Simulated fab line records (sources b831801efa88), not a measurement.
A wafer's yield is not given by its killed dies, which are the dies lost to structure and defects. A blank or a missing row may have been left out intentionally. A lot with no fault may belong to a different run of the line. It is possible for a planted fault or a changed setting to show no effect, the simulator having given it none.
Which tool is to blame? ; flow sky130 ; 7 lots with 21 wafers sampled at 4 steps, on a route of 708 steps

WHAT EACH GAUGE READ, for each wafer
SKY_PWDE_TW_MEAS_10.
lot;measured;on;PWDE_TW
L220;day 4 04:25;filmMetro-04;374 376 374
L222;day 4 14:20;filmMetro-04;373 375 376
L224;day 5 01:32;filmMetro-04;375 376 376
L227;day 5 15:42;filmMetro-03;30 30 30
L229;day 6 03:16;filmMetro-01;30 29 30
L238;day 8 09:58;filmMetro-03;372 374 373
L240;day 8 19:37;filmMetro-03;373 371 371

WHICH TOOL RAN EACH LOT (tool, then ch and the chambers of the sampled wafers, then the start)
lot;SKY_FIELD_ISO_ETCH_14;SKY_DNWELL_STRIP_08;SKY_PWDE_STRIP_09
L220;rieDiel-04 ch 0,1,2, day 2 10:54;plasmaAsher-02 ch 0,1, day 3 11:02;plasmaAsher-03 ch 0,1, day 4 04:19
L222;rieDiel-04 ch 1,2,3, day 2 20:51;plasmaAsher-04 ch 0,1, day 3 20:47;plasmaAsher-04 ch 0,1, day 4 14:14
L224;rieDiel-02 ch 1,2, day 3 06:51;plasmaAsher-01 ch 0,1, day 4 07:35;plasmaAsher-03 ch 0,1, day 5 01:26
L227;rieDiel-04 ch 1,2,3, day 3 22:46;plasmaAsher-02 ch 0,1, day 4 22:07;plasmaAsher-04 ch 0,1, day 5 15:37
L229;rieDiel-01 ch 0,3, day 4 08:33;plasmaAsher-02 ch 0,1, day 5 08:47;plasmaAsher-03 ch 0,1, day 6 03:10
L238;rieDiel-02 ch 0,1,2, day 6 08:24;plasmaAsher-02 ch 0,1, day 7 13:23;plasmaAsher-03 ch 0,1, day 8 09:52
L240;rieDiel-02 ch 0,2,3, day 6 20:40;plasmaAsher-04 ch 0,1, day 7 23:14;plasmaAsher-04 ch 0,1, day 8 19:31
- SKY_FIELD_ISO_ETCH_14: etches BARC in N2/H2, stops on SiO2, time 45.9 s, target depth 60 nm.
- SKY_DNWELL_STRIP_08: strips in O2/N2.
- SKY_PWDE_STRIP_09: strips in O2/N2.

THE ANSWER, worked out from the rows above alone
Rule: usual is defined by the lots themselves. The widest of any qualifying gaps counts: lots, ordered by their means at a reading, are off when they make up no more than a third of the lots, leave a main group of 4 or more, and stand apart from it by 3 or more times the standard deviation of that group's means. A main group whose means are all the same, to the digits that the tables above print for the reading, isn't used. Also off: a lot with no number at a reading for which 4 or more lots have one. All remaining lots with rows at the step are treated as sound.
Off: at SKY_PWDE_TW_MEAS_10 (PWDE_TW), L227, L229. The main group has a mean of 374 with a standard deviation of 1.4.
If a tool, at a process step before that reading, ran all the lots that are off and no sound lot after the first of them, it fits. The gauges at SKY_PWDE_TW_MEAS_10 are tried like those tools. None of those tried fits.

WHAT THE SIMULATOR PUT IN
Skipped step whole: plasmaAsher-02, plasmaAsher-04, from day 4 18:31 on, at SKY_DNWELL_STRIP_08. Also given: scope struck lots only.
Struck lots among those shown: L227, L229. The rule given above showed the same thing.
